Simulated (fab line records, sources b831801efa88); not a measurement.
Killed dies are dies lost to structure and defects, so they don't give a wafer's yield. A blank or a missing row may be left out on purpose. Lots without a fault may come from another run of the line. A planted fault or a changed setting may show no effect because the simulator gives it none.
Which tool did it? | flow gf180mcu | 11 lots, 33 wafers sampled, at 2 steps of a route of 602

WHAT THE GAUGES READ, wafer by wafer
GF_V5_CD_MEAS_14: target cd 260 nm. Usual: cd_nm 260.2 nm, standard deviation 1.1.
lot  | measured     | on        | cd_nm (nm)        | flag
L580 | day 27 01:46 | cd_sem-02 | 260.7 260.0 261.2 |
L584 | day 29 06:31 | cd_sem-02 | 261.8 262.1 262.8 |
L586 | day 29 14:50 | cd_sem-02 | 258.9 258.1 257.5 |
L587 | day 30 01:41 | cd_sem-01 | 260.9 261.2 259.5 |
L589 | day 30 09:25 | cd_sem-01 | 260.6 258.5 260.2 |
L595 | day 32 00:23 | cd_sem-01 | 261.9 260.5 262.2 |
L596 | day 32 07:26 | cd_sem-01 | 258.0 259.2 259.4 |
L597 | day 32 14:05 | cd_sem-02 | 259.8 259.7 260.8 |
L598 | day 32 20:14 | cd_sem-02 | 258.5 259.5 259.1 |
L601 | day 33 17:24 | cd_sem-01 | 259.6 260.2 259.6 |
L602 | day 33 18:04 | cd_sem-01 | 260.9 260.2 260.7 |

GF_V5_OVL_MEAS_15. Usual: V5_OVL 1 nm, standard deviation 5.
lot  | measured     | on         | V5_OVL (nm) | flag
L580 | day 27 01:52 | overlay-01 | 8 13 -2     |
L584 | day 29 06:38 | overlay-02 | 6 3 8       |
L586 | day 29 14:56 | overlay-01 | 6 1 7       |
L587 | day 30 01:48 | overlay-01 | 6 7 -1      |
L589 | day 30 09:32 | overlay-01 | 10 -5 6     |
L595 | day 32 00:30 | overlay-01 | 8 2 2       |
L596 | day 32 07:33 | overlay-02 | -5 -6 -4    |
L597 | day 32 14:12 | overlay-01 | 3 -5 -1     |
L598 | day 32 20:21 | overlay-01 | 0 -2 -7     |
L601 | day 33 17:31 | overlay-01 | 9 2 2       |
L602 | day 33 18:10 | overlay-01 | -3 0 1      |

WHICH TOOL RAN EACH LOT (tool, then ch and the chambers of the sampled wafers, then the start)
The record holds no process step before these readings.

WHAT THE TOOLS THEMSELVES READ (means of the sampled wafers that have a number; where no wafer has one, the mark that the record gives instead)
The record holds no such reading with a usual standard deviation.

THE ANSWER, worked out from the rows above alone
Rule: a lot is off if the mean of its wafers that have a number lies more than 3 standard deviations from the usual mean. A lot without any number at a reading at which 4 lots or more have one is off too. The other lots that the step has rows for count as sound. The gauges are gone through in route order, then the tools' own readings, and for those a lot's mean is taken as printed above. The first step at which some lot is off is used, and at that step the reading that is off furthest; a lot without a number counts as furthest.
No lot is off at any reading shown: from this, nothing can be told.

WHAT THE SIMULATOR HAD PUT IN
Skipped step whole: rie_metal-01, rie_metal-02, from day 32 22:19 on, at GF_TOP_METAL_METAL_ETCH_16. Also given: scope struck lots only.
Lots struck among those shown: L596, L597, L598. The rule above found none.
